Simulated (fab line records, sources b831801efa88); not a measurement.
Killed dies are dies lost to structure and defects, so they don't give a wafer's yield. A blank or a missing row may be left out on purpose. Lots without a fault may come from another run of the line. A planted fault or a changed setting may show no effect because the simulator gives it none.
fab line records | flow sky130
record lots=7 wafers=19 last_day=50
route steps=708 shown SD_N@356 SD_P@359 RES_XHIGH@360 SALICIDE@361 LI_CONTACT@362 PAD_OPEN@708
lots that met no fault: from a run of the same line without faults
start_h: hours from the record's first day to the start of the lot's first wafer shown | wait_h: hours since the lot's step before | " the same as in the row above | L1.1+2: a row that stands for several wafers | - no value, or no start given | * or withheld: withheld | < > ~ a bound
route shown NAME@n: a module of which the file shows steps, and the number in the route of the first | usual: mean/standard deviation of fault-free wafers | same: alike in all rows | chamber/n: place in a boat | sites: the reading at each site | _std_site: their standard deviation | _edge_site: outer sites' mean less inner sites' | radius_mm: how far each site lies from the wafer's centre | mask NAME#n: copy n | behind: the tool/chamber that last shaped the wafer | hold: why the lot was held/for how many hours/how that ended | device: the transistor (n, p or np) that didn't switch | end of line: the same wafers' tests at the end of the route | a step without rows: its recipe alone | killed: dies lost to structure and defects at the first sort, not the wafer's yield | map: a wafer's dies, x killed, . not, _ none there
set.NAME: the setting as run; set.NAME@STEP: as run at that earlier step | model.NAME: the simulator's own value behind a step, which no gauge read
lots at some steps of the route; a table a step, a row a wafer
services: from which hour (start_h, from the record's first day; less than 0 if before it) a tool's chamber was out of use, for how many hours, and why
## steps
# step SKY_SD_N_RTA_14
# recipe temp_c=1075 time_s=2 idle_temp_c=650 ramp_up_c_per_s=150 ramp_down_c_per_s=90 ambient=N2
# usual anneal_temp_c_max=1081.0/1.3 lamp_power_pct=15.74/0.048 wafer_temp_C_max=1078.1/1.3
# columns lot.wafer tool chamber start_h wait_h anneal_temp_c_max lamp_power_pct wafer_temp_C_max
L656.1 rtp_anneal-02 0 653.72 0.0 1081.6 15.76 1078.4
L656.2 " 0 " " 1081.8 15.58 1079.2
L656.4 " 0 " " 1083.0 15.79 1077.9
L665.2 rtp_anneal-01 0 729.81 0.0 1079.1 15.73 1078.1
L665.3 " 0 " " 1080.0 15.72 1078.7
L665.5 " 0 " " 1079.6 15.70 1078.3
L666.1 rtp_anneal-02 0 738.70 0.0 1081.0 15.77 1078.2
L666.3 " 0 " " 1082.2 15.72 1076.5
L666.4 " 0 " " 1080.6 15.72 1076.8
L667.2 rtp_anneal-01 0 743.74 0.0 1079.4 15.67 1080.1
L667.4 " 0 " " 1079.8 15.77 1080.0
L667.5 " 0 " " 1081.0 15.79 1077.3
L674.3 rtp_anneal-02 0 797.35 0.0 1082.2 15.79 1080.1
L674.5 " 0 " " 1081.4 15.74 1077.0
L675.3 rtp_anneal-01 0 801.25 0.0 1081.0 15.83 1077.5
L675.6 " 0 " " 1080.5 15.68 1079.4
L678.1 rtp_anneal-01 0 826.05 0.0 1079.9 15.72 1078.9
L678.4 " 0 " " 1078.9 15.74 1077.8
L678.5 " 0 " " 1079.6 15.77 1077.8
# step SKY_SD_N_RS_MEAS_16
# recipe thk_meas_gauge=four-point-probe
# usual SD_N_RS=68.67/0.12
# columns lot.wafer tool chamber start_h wait_h SD_N_RS[ohm/sq]
L656.1 film_metro-03 - 653.89 0.1 68.59
L656.2 " - " " 68.61
L656.4 " - " " 68.62
L665.2 film_metro-01 - 730.00 0.1 68.77
L665.3 " - " " 68.84
L665.5 " - " " 68.70
L666.1 film_metro-01 - 738.88 0.1 68.61
L666.3 " - " " 68.83
L666.4 " - " " 68.56
L667.2 film_metro-01 - 743.92 0.1 68.74
L667.4 " - " " 68.78
L667.5 " - " " 68.78
L674.3 film_metro-03 - 797.54 0.1 68.36
L674.5 " - " " 68.51
L675.3 film_metro-03 - 801.44 0.1 68.70
L675.6 " - " " 68.75
L678.1 film_metro-02 - 826.23 0.1 68.77
L678.4 " - " " 68.62
L678.5 " - " " 68.68
# step SKY_SD_N_RS_MEAS_17
# recipe thk_meas_gauge=four-point-probe
# usual SD_P_RS=147.3/0.4
# columns lot.wafer tool chamber start_h wait_h SD_P_RS[ohm/sq]
L656.1 film_metro-03 - 654.01 0.1 147.2
L656.2 " - " " 147.5
L656.4 " - " " 147.2
L665.2 film_metro-01 - 730.12 0.1 147.6
L665.3 " - " " 147.6
L665.5 " - " " 147.3
L666.1 film_metro-01 - 739.00 0.1 147.1
L666.3 " - " " 146.9
L666.4 " - " " 147.0
L667.2 film_metro-01 - 744.04 0.1 148.0
L667.4 " - " " 147.6
L667.5 " - " " 147.4
L674.3 film_metro-03 - 797.66 0.1 146.3
L674.5 " - " " 146.3
L675.3 film_metro-03 - 801.56 0.1 147.5
L675.6 " - " " 147.6
L678.1 film_metro-02 - 826.35 0.1 147.9
L678.4 " - " " 147.8
L678.5 " - " " 147.4
# step SKY_SD_N_RS_MEAS_18
# recipe thk_meas_gauge=four-point-probe
# usual RES_XHIGH_RS=334.2/1.4
# columns lot.wafer tool chamber start_h wait_h RES_XHIGH_RS[ohm/sq]
L656.1 film_metro-03 - 654.13 0.1 335.0
L656.2 " - " " 333.6
L656.4 " - " " 334.6
L665.2 film_metro-01 - 730.24 0.1 334.6
L665.3 " - " " 336.1
L665.5 " - " " 336.9
L666.1 film_metro-01 - 739.12 0.1 334.5
L666.3 " - " " 335.4
L666.4 " - " " 334.0
L667.2 film_metro-01 - 744.16 0.1 335.0
L667.4 " - " " 335.4
L667.5 " - " " 334.3
L674.3 film_metro-03 - 797.78 0.1 331.0
L674.5 " - " " 331.5
L675.3 film_metro-03 - 801.68 0.1 333.0
L675.6 " - " " 334.1
L678.1 film_metro-02 - 826.47 0.1 332.9
L678.4 " - " " 333.0
L678.5 " - " " 333.2
# step SKY_SALICIDE_CLEAN_00
# recipe chemistry=HF-last time_s=30 dilution=100:1 dry=ipa_marangoni
# step SKY_LI_CONTACT_HDPCVD_00
# recipe material=PSG target_thk_nm=930 sigma_open_frac=0.3 time_s=155 temp_c=600 sih4_flow_sccm=60 pressure_mtorr=6
# step SKY_LI_CONTACT_THK_MEAS_01
# recipe reads=PSG_of_LI_CONTACT_HDPCVD_00
# usual LI_CONTACT_HDPCVD_THK=933/7.6
# columns lot.wafer tool chamber start_h wait_h LI_CONTACT_HDPCVD_THK[nm]
L656.1 film_metro-01 - 654.38 0.1 932
L656.2 " - " " 934
L656.4 " - " " 925
L665.2 film_metro-03 - 730.47 0.1 928
L665.3 " - " " 929
L665.5 " - " " 939
L666.1 film_metro-01 - 739.36 0.1 941
L666.3 " - " " 929
L666.4 " - " " 938
L667.2 film_metro-03 - 744.39 0.1 939
L667.4 " - " " 930
L667.5 " - " " 940
L674.3 film_metro-02 - 798.00 0.1 926
L674.5 " - " " 926
L675.3 film_metro-02 - 801.90 0.1 934
L675.6 " - " " 939
L678.1 film_metro-03 - 826.71 0.1 946
L678.4 " - " " 946
L678.5 " - " " 938
# step SKY_LI_CONTACT_CMP_02
# recipe material=PSG down_force_psi=4 platen_rpm=60 pad_velocity_m_s=0.94248
# usual head_pressure_psi=3.999/0.011 motor_current_A=12.3/1.4 time_to_endpoint_s=32.3/2.6
# columns lot.wafer tool chamber start_h wait_h head_pressure_psi motor_current_A time_to_endpoint_s
L656.2 cmp-01 2 654.44 0.0 3.994 11.4 34.4
L656.1 " 3 " " 3.997 13.7 31.3
L656.4 " 0 " " 4.018 14.3 32.9
L665.3 cmp-01 2 730.52 0.0 3.979 11.2 30.5
L665.2 " 0 " " 3.995 14.5 33.5
L665.5 " 2 " " 4.003 11.7 33.8
L666.1 cmp-01 3 739.42 0.1 3.998 13.3 32.4
L666.3 " 0 " " 4.002 14.8 35.1
L666.4 " 2 " " 4.006 11.5 32.8
L667.2 cmp-01 1 744.44 0.0 3.998 10.8 32.0
L667.4 " 0 " " 3.987 14.3 32.1
L667.5 " 1 " " 4.021 11.5 31.8
L674.3 cmp-02 1 798.19 0.2 4.005 9.9 29.1
L674.5 " 3 " " 4.006 11.3 26.9
L675.3 cmp-02 0 801.94 0.0 4.003 12.1 31.6
L675.6 " 1 " " 4.006 10.4 29.0
L678.1 cmp-02 1 826.82 0.1 4.017 10.4 28.8
L678.4 " 2 " " 3.985 13.8 28.3
L678.5 " 1 " " 4.003 9.9 28.4
# step SKY_LI_CONTACT_BOW_MEAS_03
# recipe mode=bow
# usual LI_CONTACT_BOW=56/7
# columns lot.wafer tool chamber start_h wait_h LI_CONTACT_BOW[um]
L656.1 film_metro-02 - 654.74 0.2 54
L656.2 " - " " 63
L656.4 " - " " 63
L665.2 film_metro-01 - 730.84 0.2 62
L665.3 " - " " 55
L665.5 " - " " 60
L666.1 film_metro-02 - 739.72 0.2 57
L666.3 " - " " 42
L666.4 " - " " 49
L667.2 film_metro-02 - 744.76 0.3 54
L667.4 " - " " 48
L667.5 " - " " 65
L674.3 film_metro-03 - 798.38 0.1 58
L674.5 " - " " 56
L675.3 film_metro-01 - 802.28 0.3 66
L675.6 " - " " 56
L678.1 film_metro-03 - 827.07 0.2 63
L678.4 " - " " 57
L678.5 " - " " 46
# step SKY_LI_CONTACT_DEHYDRATE_04
# recipe temp_c=200 time_s=60
# step SKY_LI_CONTACT_HMDS_05
# recipe prime_time_s=60 prime_temp_c=120
# step SKY_LI_CONTACT_COAT_06
# recipe resist=BARC temp_c=withheld time_s=withheld spin_rpm=3000 resist_thk_nm=60
# columns lot.wafer tool chamber start_h wait_h
L656.1+2+4 litho_track-02 0 669.19 0.1
L665.2+3+5 litho_track-01 0 742.83 0.1
L666.1+3+4 litho_track-04 0 753.87 0.1
L667.2+4+5 litho_track-04 0 759.09 0.1
L674.3+5 litho_track-01 0 811.80 0.1
L675.3+6 litho_track-01 0 816.25 0.1
L678.1+4+5 litho_track-01 0 840.05 0.1
# step SKY_LI_CONTACT_COAT_07
# recipe resist=KrF-thick spin_rpm=3000 resist_thk_nm=450
# step SKY_LI_CONTACT_SOFTBAKE_08
# recipe temp_c=100 time_s=90 resist=KrF-thick
# step SKY_LI_CONTACT_EXPOSE_09
# recipe mask_id=LICM1 na=0.8 source_shape=annular sigma_inner=0.55 sigma_outer=0.85 target_cd_nm=170 dose_mj=38
# step SKY_LI_CONTACT_PEB_10
# recipe peb_temp_c=withheld peb_time_s=withheld resist=KrF-thick
# step SKY_LI_CONTACT_DEVELOP_11
# recipe develop_time_s=60 resist=KrF-thick dev_temp_c=21
# step SKY_LI_CONTACT_CD_MEAS_12
# recipe target_cd_nm=170
# usual cd_nm=169.7/1.7
# columns lot.wafer tool chamber start_h wait_h cd_nm
L656.1 cd_sem-01 - 683.20 - 167.4
L656.2 " - " " 168.2
L656.4 " - " " 168.0
L665.2 cd_sem-01 - 757.81 - 169.6
L665.3 " - " " 169.0
L665.5 " - " " 168.9
L666.1 cd_sem-02 - 766.92 - 172.3
L666.3 " - " " 171.7
L666.4 " - " " 170.9
L667.2 cd_sem-02 - 771.67 - 169.7
L667.4 " - " " 167.3
L667.5 " - " " 169.0
L674.3 cd_sem-01 - 824.83 - 167.1
L674.5 " - " " 168.6
L675.3 cd_sem-01 - 828.81 - 168.6
L675.6 " - " " 169.6
L678.1 cd_sem-02 - 852.89 - 171.1
L678.4 " - " " 170.3
L678.5 " - " " 171.7
# step SKY_LI_CONTACT_OVL_MEAS_13
# usual LI_CONTACT_OVL=-3/6.2
# columns lot.wafer tool chamber start_h wait_h LI_CONTACT_OVL[nm]
L656.1 overlay-02 - 683.32 0.1 4
L656.2 " - " " -6
L656.4 " - " " -4
L665.2 overlay-01 - 757.91 0.1 -7
L665.3 " - " " -5
L665.5 " - " " 0
L666.1 overlay-02 - 767.04 0.1 -9
L666.3 " - " " -11
L666.4 " - " " -5
L667.2 overlay-02 - 771.78 0.1 0
L667.4 " - " " -7
L667.5 " - " " 8
L674.3 overlay-02 - 824.92 0.1 -6
L674.5 " - " " 1
L675.3 overlay-02 - 828.90 0.1 -13
L675.6 " - " " -6
L678.1 overlay-02 - 853.01 0.1 -4
L678.4 " - " " -11
L678.5 " - " " -7
# step SKY_LI_CONTACT_ETCH_14
# recipe chemistry=N2/H2 target=BARC ion_energy_ev=200 source_w=500 bias_w=100 pressure_mtorr=30 n2_flow_sccm=100 h2_flow_sccm=200 stop_on=SiO2 time_s=45.9 target_depth_a=600
# usual drypump_motor_current_A=5.7/0.5 oes_product_au=0.855/0.0052 throttle_valve_pct=13.226/0.0082
# columns lot.wafer tool chamber start_h wait_h drypump_motor_current_A oes_product_au rf_hours_counter_h throttle_valve_pct model.etch.depth_nm
L656.1 rie_diel-03 3 683.36 0.0 6.4 0.860 6 13.223 60.17
L656.2 " 1 " " 4.8 0.851 6 13.221 60.01
L656.4 " 2 " " 5.7 0.866 6 13.228 59.97
L665.2 rie_diel-01 0 757.94 0.0 5.0 0.852 7 13.224 59.98
L665.3 " 2 " " 6.2 0.855 10 13.221 59.96
L665.5 " 1 " " 5.9 0.860 - 13.233 59.95
L666.1 rie_diel-03 3 767.07 0.0 6.4 0.849 7 13.225 60.12
L666.3 " 0 " " 5.2 0.855 17 13.227 60.1
L666.4 " 2 " " 5.7 0.859 7 13.221 60.17
L667.2 rie_diel-02 2 771.81 0.0 5.8 0.858 3 13.230 60.5
L667.4 " 1 " " 5.9 0.858 15 13.226 60.48
L667.5 " 0 " " 5.9 0.860 - 13.237 60.5
L674.3 rie_diel-01 2 824.94 0.0 6.2 0.852 12 13.234 59.36
L674.5 " 2 " " 6.2 0.850 - 13.233 59.18
L675.3 rie_diel-01 1 828.92 0.0 5.8 0.850 6 13.218 59.26
L675.6 " 3 " " 6.2 0.863 - 13.225 60.2
L678.1 rie_diel-01 3 853.04 0.0 6.2 0.863 9 13.225 60.49
L678.4 " 0 " " 5.0 0.849 10 13.222 60.3
L678.5 " 2 " " 6.2 0.845 - 13.242 59.51
# step SKY_LI_CONTACT_ETCH_15
# recipe target=PSG chemistry=C4F8/O2/Ar stop_on=Si taper_deg=4.15 mask_material=KrF-thick source_w=1500 bias_w=1200 pressure_mtorr=40 c4f8_flow_sccm=withheld O2_flow_sccm=6 Ar_flow_sccm=300 time_s=withheld target_depth_a=6000
# usual oes_product_au=0.837/0.0049
# columns lot.wafer tool chamber start_h wait_h oes_product_au
L656.1 rie_diel-03 3 683.40 0.0 0.833
L656.2 " 1 " " 0.828
L656.4 " 2 " " 0.842
L665.2 rie_diel-01 0 757.99 0.0 0.836
L665.3 " 2 " " 0.840
L665.5 " 1 " " 0.834
L666.1 rie_diel-03 3 767.12 0.0 0.839
L666.3 " 0 " " 0.841
L666.4 " 2 " " 0.844
L667.2 rie_diel-02 2 771.85 0.0 0.838
L667.4 " 1 " " 0.834
L667.5 " 0 " " 0.834
L674.3 rie_diel-01 2 824.99 0.0 0.839
L674.5 " 2 " " 0.831
L675.3 rie_diel-01 1 828.97 0.0 0.828
L675.6 " 3 " " 0.838
L678.1 rie_diel-01 3 853.09 0.0 0.828
L678.4 " 0 " " 0.836
L678.5 " 2 " " 0.845
# step SKY_PAD_OPEN_PROBE_99
# usual killed_at_M0_to_M3=45/7.3 killed_at_M4_up=3.2/1.8 killed_at_contacts=25/5.5 killed_at_front_end=15/4.2 killed_at_other=0.3/0.69 killed_dies=89/9.4 killed_open=49/6.6 killed_short=40/6.4
# same gross_dies=492 killed_at_back_side=0
# columns lot.wafer tool chamber start_h wait_h killed_at_M0_to_M3 killed_at_M4_up killed_at_contacts killed_at_front_end killed_at_other killed_dies killed_open killed_short
L665.3 prober-02 - 1132.67 0.2 36 4 28 11 1 80 46 33
L665.5 prober-02 - 1132.77 0.2 43 4 33 11 0 91 42 49
L666.1 prober-01 - 1143.96 0.1 43 3 22 26 0 94 53 41
L666.3 prober-01 - 1144.06 0.2 51 3 16 12 3 85 48 36
L666.4 prober-01 - 1144.11 0.2 38 1 19 25 0 83 49 34
L678.1 prober-01 - 1198.51 0.1 42 1 25 25 0 93 57 36
L678.4 prober-01 - 1198.66 0.2 47 5 18 27 0 97 60 37
L678.5 prober-01 - 1198.71 0.2 43 7 18 14 0 82 40 42
# killed by level:class
L665.3 CONTACT:geometric_particle:open=12 VIA1:geometric_particle:open=10 LI_CONTACT:geometric_particle:open=7 VIA1:geometric_particle:short=5 METAL2:geometric_particle:short=5 POLY_GATE:geometric_particle:short=4 LOCAL_INTERCONNECT:geometric_particle:short=4 VIA2:geometric_particle:open=4
L665.5 VIA1:geometric_particle:open=10 POLY_GATE:geometric_particle:short=8 CONTACT:geometric_particle:open=8 CONTACT:geometric_particle:short=8 LOCAL_INTERCONNECT:geometric_particle:short=7 VIA2:geometric_particle:open=7 LI_CONTACT:geometric_particle:open=5 VIA1:geometric_particle:short=5
L666.1 CONTACT:geometric_particle:open=10 VIA1:geometric_particle:open=10 FIELD_ISO:geometric_particle:short=7 POLY_GATE:geometric_particle:short=6 LI_CONTACT:geometric_particle:open=6 METAL1:geometric_particle:short=6 VIA3:geometric_particle:open=6 FIELD_ISO:geometric_particle:open=5
L666.3 VIA1:geometric_particle:open=16 VIA3:geometric_particle:open=10 CONTACT:geometric_particle:open=9 METAL1:geometric_particle:short=7 FIELD_ISO:geometric_particle:short=5 LOCAL_INTERCONNECT:geometric_particle:short=5 METAL2:geometric_particle:short=5 POLY_GATE:geometric_particle:open=4
L666.4 CONTACT:geometric_particle:open=10 VIA1:geometric_particle:open=10 FIELD_ISO:geometric_particle:open=7 FIELD_ISO:geometric_particle:short=6 METAL2:geometric_particle:short=5 METAL1:geometric_particle:short=5 VIA2:geometric_particle:open=4 VIA3:geometric_particle:open=4
L678.1 VIA1:geometric_particle:open=12 LI_CONTACT:geometric_particle:open=9 VIA2:geometric_particle:open=7 POLY_GATE:geometric_particle:open=6 METAL2:geometric_particle:short=6 POLY_GATE:geometric_particle:short=5 CONTACT:geometric_particle:open=5 VIA3:geometric_particle:open=5
L678.4 VIA1:geometric_particle:open=15 CONTACT:geometric_particle:open=10 VIA3:geometric_particle:open=7 FIELD_ISO:geometric_particle:short=6 POLY_GATE:geometric_particle:open=6 METAL2:geometric_particle:short=6 FIELD_ISO:geometric_particle:open=5 POLY_GATE:geometric_particle:short=5
L678.5 METAL1:geometric_particle:short=8 CONTACT:geometric_particle:open=7 VIA1:geometric_particle:open=7 VIA1:geometric_particle:short=5 VIA2:geometric_particle:open=5 METAL4:geometric_particle:short=5 FIELD_ISO:geometric_particle:short=4 POLY_GATE:geometric_particle:short=4
## services
# columns tool chamber start_h hours kind
rie_diel-02 0 632.73 4.8 repair
rie_diel-01 3 635.53 4.8 repair
rie_diel-01 3 659.08 22.8 repair
cmp-01 - 668.82 0.9 repair
rie_diel-02 0 679.17 10.4 repair
rie_diel-01 - 680.98 4.3 pm
cmp-01 - 694.46 5.7 repair
cmp-01 - 713.33 1.5 repair
cmp-02 - 714.68 0.5 repair
cmp-02 - 744.00 4.0 pm
rie_diel-03 - 747.42 2.8 pm
rtp_anneal-01 - 751.71 1.4 repair
rtp_anneal-01 - 783.31 0.8 pm
cmp-01 - 787.28 0.5 repair
rie_diel-03 2 802.85 6.4 repair
cmp-01 - 808.74 3.4 repair
rie_diel-03 3 809.97 4.1 repair
rie_diel-01 - 817.17 0.6 repair
rtp_anneal-01 - 820.50 4.8 pm
rie_diel-01 2 830.32 5.5 repair
rie_diel-03 3 832.31 3.9 repair
cmp-01 - 838.26 3.9 pm
rtp_anneal-01 - 841.66 0.4 repair
rie_diel-01 3 848.14 2.5 repair
## key
first_sign none at tools or gauges
model_effect step=SKY_LI_CONTACT_ETCH_14 value=etch.depth_nm without=60.13 struck=59.33
met_at SKY_LI_CONTACT_COAT_06
struck_wafers L674.3,L674.5,L675.3,L678.5
tester_left_out L674,L675,L678
onset_between 742.83 811.80
fault kind=process_parameter_drift tool=litho_track-01 chamber=- onset_h=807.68 steps=SKY_LI_CONTACT_COAT_06 channel=resist_thk_nm offset=-0.80114 shape=step end_h=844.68 scope=struck_wafers_only acts_in=these_recipes_only stated=60
# tester_left_out: of these lots the tester's yield and bins aren't shown, on N5 and GAA mostly nor the transistor test; their killed dies are dies lost to structure and defects alone, not to doping, threshold or leakage, so they don't give the yield
